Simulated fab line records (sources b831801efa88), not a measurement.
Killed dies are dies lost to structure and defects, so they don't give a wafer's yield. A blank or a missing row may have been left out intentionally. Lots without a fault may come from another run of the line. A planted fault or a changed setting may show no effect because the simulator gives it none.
Which tool was responsible? + flow sky130 + 39 wafers from 13 lots sampled at 5 of the route's 708 steps

WHAT THE GAUGES READ, wafer by wafer
Not one reading of a measure or inspect step in the record can be checked against a usual standard deviation.

TOOL THAT RAN EACH LOT (tool first, then ch and the chambers of the sampled wafers, then the start)
| lot  | SKY_CAPM_SPUTTER_02         | SKY_METAL4_SPUTTER_00       | SKY_METAL5_SPUTTER_04       | SKY_PASSIVATION_CVD_02          | SKY_PAD_OPEN_PROBE_99   |
|------|-----------------------------|-----------------------------|-----------------------------|---------------------------------|-------------------------|
| L480 | pvdSputter-04, day 36 20:41 | pvdSputter-03, day 40 05:03 | pvdSputter-04, day 43 08:13 | pecvd-01 ch 1,2, day 44 07:14   | -                       |
| L481 | pvdSputter-04, day 37 00:01 | pvdSputter-02, day 40 07:59 | pvdSputter-04, day 43 10:08 | pecvd-03 ch 0,1,2, day 44 08:36 | prober-01, day 46 06:11 |
| L482 | pvdSputter-04, day 37 05:23 | pvdSputter-02, day 40 11:41 | pvdSputter-04, day 43 14:09 | pecvd-01 ch 1,2, day 44 12:56   | -                       |
| L485 | pvdSputter-01, day 38 06:17 | pvdSputter-02, day 41 12:20 | pvdSputter-01, day 44 13:33 | pecvd-04 ch 0,1, day 45 11:49   | -                       |
| L486 | pvdSputter-02, day 38 15:56 | pvdSputter-02, day 41 21:02 | pvdSputter-01, day 44 20:52 | pecvd-01 ch 0,2, day 45 19:05   | -                       |
| L487 | pvdSputter-02, day 38 17:40 | pvdSputter-02, day 41 22:10 | pvdSputter-03, day 44 21:34 | pecvd-04 ch 0,1, day 45 19:40   | -                       |
| L488 | pvdSputter-02, day 39 06:08 | pvdSputter-01, day 42 10:24 | pvdSputter-04, day 45 07:55 | pecvd-03 ch 0,1,2, day 46 06:19 | -                       |
| L489 | pvdSputter-02, day 39 21:20 | pvdSputter-01, day 43 00:25 | pvdSputter-01, day 45 21:43 | pecvd-03 ch 0,1,2, day 46 19:15 | -                       |
| L490 | pvdSputter-02, day 40 09:55 | pvdSputter-02, day 43 12:35 | pvdSputter-01, day 46 09:44 | pecvd-01 ch 1,2, day 47 07:04   | prober-01, day 49 00:12 |
| L495 | pvdSputter-04, day 41 10:20 | pvdSputter-02, day 44 10:08 | pvdSputter-03, day 47 05:01 | pecvd-04 ch 1,2, day 48 01:15   | -                       |
| L496 | pvdSputter-02, day 41 13:24 | pvdSputter-03, day 44 12:53 | pvdSputter-01, day 47 08:04 | pecvd-04 ch 1, day 48 03:40     | prober-01, day 49 18:21 |
| L498 | pvdSputter-02, day 42 02:26 | pvdSputter-02, day 45 00:14 | pvdSputter-04, day 47 17:34 | pecvd-01 ch 0,2, day 48 13:50   | prober-01, day 50 04:02 |
| L502 | pvdSputter-01, day 43 01:56 | pvdSputter-01, day 45 23:11 | pvdSputter-04, day 48 14:44 | pecvd-04 ch 0,2, day 49 09:29   | -                       |
- SKY_CAPM_SPUTTER_02: material TiN, target thk 200 nm, time 166.7 s.
- SKY_METAL4_SPUTTER_00: material Ti, target thk 15 nm, time 10 s.
- SKY_METAL5_SPUTTER_04: material TiN, target thk 70 nm, time 58.3 s.
- SKY_PASSIVATION_CVD_02: deposits Si3N4, target thk 540 nm.
- SKY_PAD_OPEN_PROBE_99

WHAT THE TOOLS THEMSELVES READ (means of the sampled wafers that have a number; where no wafer has one, the mark that the record gives instead)
SKY_CAPM_SPUTTER_02. Usual: throttleValvePct reads 29.5 % (standard deviation 0.98).
| lot  | tool          | throttleValvePct (%) | flag |
|------|---------------|----------------------|------|
| L480 | pvdSputter-04 | 30.2                 |      |
| L481 | pvdSputter-04 | 30.3                 |      |
| L482 | pvdSputter-04 | 30.4                 |      |
| L485 | pvdSputter-01 | 30.3                 |      |
| L486 | pvdSputter-02 | 28.5                 |      |
| L487 | pvdSputter-02 | 28.6                 |      |
| L488 | pvdSputter-02 | 28.3                 |      |
| L489 | pvdSputter-02 | 28.5                 |      |
| L490 | pvdSputter-02 | 28.6                 |      |
| L495 | pvdSputter-04 | 30.5                 |      |
| L496 | pvdSputter-02 | 28.6                 |      |
| L498 | pvdSputter-02 | 28.6                 |      |
| L502 | pvdSputter-01 | 30.2                 |      |

SKY_METAL4_SPUTTER_00. Usual: throttleValvePct reads 29.2 % (standard deviation 0.88).
| lot  | tool          | throttleValvePct (%) | flag |
|------|---------------|----------------------|------|
| L480 | pvdSputter-03 | 29.8                 |      |
| L481 | pvdSputter-02 | 28.7                 |      |
| L482 | pvdSputter-02 | 28.7                 |      |
| L485 | pvdSputter-02 | 28.8                 |      |
| L486 | pvdSputter-02 | 28.5                 |      |
| L487 | pvdSputter-02 | 28.8                 |      |
| L488 | pvdSputter-01 | 30.2                 |      |
| L489 | pvdSputter-01 | 30.4                 |      |
| L490 | pvdSputter-02 | 28.8                 |      |
| L495 | pvdSputter-02 | 28.8                 |      |
| L496 | pvdSputter-03 | 29.4                 |      |
| L498 | pvdSputter-02 | 28.7                 |      |
| L502 | pvdSputter-01 | 30.4                 |      |

SKY_METAL5_SPUTTER_04. Usual: throttleValvePct reads 30.1 % (standard deviation 0.81).
| lot  | tool          | throttleValvePct (%) | flag |
|------|---------------|----------------------|------|
| L480 | pvdSputter-04 | 30.8                 |      |
| L481 | pvdSputter-04 | 30.5                 |      |
| L482 | pvdSputter-04 | 30.2                 |      |
| L485 | pvdSputter-01 | 30.2                 |      |
| L486 | pvdSputter-01 | 30.5                 |      |
| L487 | pvdSputter-03 | 29.6                 |      |
| L488 | pvdSputter-04 | 30.1                 |      |
| L489 | pvdSputter-01 | 30.6                 |      |
| L490 | pvdSputter-01 | 30.2                 |      |
| L495 | pvdSputter-03 | 28.5                 |      |
| L496 | pvdSputter-01 | 30.1                 |      |
| L498 | pvdSputter-04 | 29.8                 |      |
| L502 | pvdSputter-04 | 29.4                 |      |

SKY_PASSIVATION_CVD_02. Usual: heaterPowerW reads 714 W (standard deviation 110).
| lot  | tool     | heaterPowerW (W) | flag |
|------|----------|------------------|------|
| L480 | pecvd-01 | 919              |      |
| L481 | pecvd-03 | 668              |      |
| L482 | pecvd-01 | 760              |      |
| L485 | pecvd-04 | 635              |      |
| L486 | pecvd-01 | 850              |      |
| L487 | pecvd-04 | 638              |      |
| L488 | pecvd-03 | 729              |      |
| L489 | pecvd-03 | 727              |      |
| L490 | pecvd-01 | 864              |      |
| L495 | pecvd-04 | 639              |      |
| L496 | pecvd-04 | 663              |      |
| L498 | pecvd-01 | 779              |      |
| L502 | pecvd-04 | 590              |      |

SKY_PAD_OPEN_PROBE_99. Usual: defectLimitedYield 82.3 %, standard deviation 1.9; killed_at_M0_to_M3 44, standard deviation 6.9; killed_at_M4_up 3.3, standard deviation 2.1; killedAtContacts 24, standard deviation 4.8; killedAtFrontEnd 15, standard deviation 4.4; killedAtOther 0.2, standard deviation 0.48; killedDies 87, standard deviation 9.5; killedOpen 48, standard deviation 6.5; killedShort 39, standard deviation 6.3; sort_bin_3_pad_short 0.9 %, standard deviation 0.48; sort_bin_5_function 10.5 %, standard deviation 1.5; sort_bin_6_memory 6.3 %, standard deviation 1.1; sortNPass 405, standard deviation 9.5; sortYieldPct 82.3 %, standard deviation 1.9.
| lot  | tool      | defectLimitedYield (%) | killed_at_M0_to_M3 | killed_at_M4_up | killedAtContacts | killedAtFrontEnd | killedAtOther | killedDies | killedOpen | killedShort | sort_bin_3_pad_short (%) | sort_bin_5_function (%) | sort_bin_6_memory (%) | sortNPass | sortYieldPct (%) | flag |
|------|-----------|------------------------|--------------------|-----------------|------------------|------------------|---------------|------------|------------|-------------|--------------------------|-------------------------|-----------------------|-----------|------------------|------|
| L481 | prober-01 | 81.8                   | 44                 | 2.7             | 27               | 16               | 0.0           | 90         | 56         | 34          | 0.4                      | 11.0                    | 6.8                   | 402       | 81.8             |      |
| L490 | prober-01 | 82.6                   | 45                 | 4.3             | 23               | 14               | 0.0           | 86         | 48         | 38          | 0.7                      | 11.5                    | 5.3                   | 406       | 82.6             |      |
| L496 | prober-01 | 78.3                   | 41                 | 3.0             | 23               | 22               | 17.3          | 107        | 51         | 37          | 1.1                      | 14.0                    | 6.6                   | 385       | 78.3             | OFF  |
| L498 | prober-01 | 78.3                   | 48                 | 3.0             | 21               | 17               | 17.0          | 107        | 50         | 40          | 1.1                      | 13.1                    | 7.4                   | 385       | 78.3             | OFF  |

THE ANSWER, worked out from the rows above alone
Rule: take the mean of a lot's wafers that have a number; if it is more than 3 standard deviations from the usual mean, the lot is off. A lot without any number at a reading at which 4 lots or more have one is off too. Where the step has rows for the other lots, those lots are counted as sound. Order of review: gauges by route order, followed by the tools' own readings, for which a lot's mean as printed above is used. At the first step where some lot is off, the reading lying furthest off is the one used; lots without a number count as furthest.
Off at SKY_PAD_OPEN_PROBE_99 (killedAtOther): L496, L498. Neither off nor sound, because the step has no rows for them: L480, L482, L485, L486, L487, L488, L489, L495, L502.
A tool fits if, at that step or a process step before it, it ran every lot that is off, and no sound lot after the first of them. This does not decide it: 2 tools fit, namely pvdSputter-02 at SKY_CAPM_SPUTTER_02 and prober-01 at SKY_PAD_OPEN_PROBE_99.

WHAT THE SIMULATOR HAD PUT IN
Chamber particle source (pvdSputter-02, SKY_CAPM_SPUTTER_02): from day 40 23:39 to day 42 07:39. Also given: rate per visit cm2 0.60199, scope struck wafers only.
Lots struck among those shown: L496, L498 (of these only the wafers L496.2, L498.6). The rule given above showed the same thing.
